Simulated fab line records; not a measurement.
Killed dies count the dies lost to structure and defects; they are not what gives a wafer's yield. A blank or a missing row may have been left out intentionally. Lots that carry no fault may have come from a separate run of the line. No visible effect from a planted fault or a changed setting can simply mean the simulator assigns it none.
Chamber matching	flow sky130	4 sister chambers for SKY_FIELD_ISO_CMP_27 on cmp-01
The step polishes, stops on Si3N4, t overpolish 16 s, target thk 457.8 nm. 4 wafers are shown with their chamber, then 7 later ones without.

== WAFERS WITH THEIR CHAMBER ==
wafer	chamber	motor_current_A (A)
L076.4	1	14.2
L084.2	3	11.3
L089.1	2	11.5
L089.2	0	11.2

== WAFERS MISSING THEIR CHAMBER ==
wafer	motor_current_A (A)
L089.4	10.8
L090.1	14.7
L090.2	10.4
L090.5	11.2
L097.2	10.8
L097.4	10.6
L097.6	11.2

== THE CHAMBER EACH PASSED THROUGH ==
wafer	from the rows above	in truth
L089.4	can't be placed: 0 or 3 or 2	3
L090.1	1	1
L090.2	can't be placed: 0 or 3 or 2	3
L090.5	can't be placed: 0 or 3 or 2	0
L097.2	can't be placed: 0 or 3 or 2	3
L097.4	can't be placed: 0 or 3 or 2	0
L097.6	can't be placed: 0 or 3 or 2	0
Correctly placed: 1 of 7. Not placeable from these rows: 6 (in 6, the candidates include the true chamber). Placed wrongly: 0.
How it was worked out, from the rows above alone: a wafer's distance from a chamber is the root of the sum, over the readings, of the square of ((its reading less the chamber's mean) divided by the reading's scatter). If the next closest chamber is less than 2 further off than the closest, the wafer can't be placed; otherwise it belongs to the closest. The mean given for a chamber averages the wafers shown for that chamber. The scatter: root of mean squared gap, hidden wafer to nearest shown wafer, with one shown wafer a chamber.
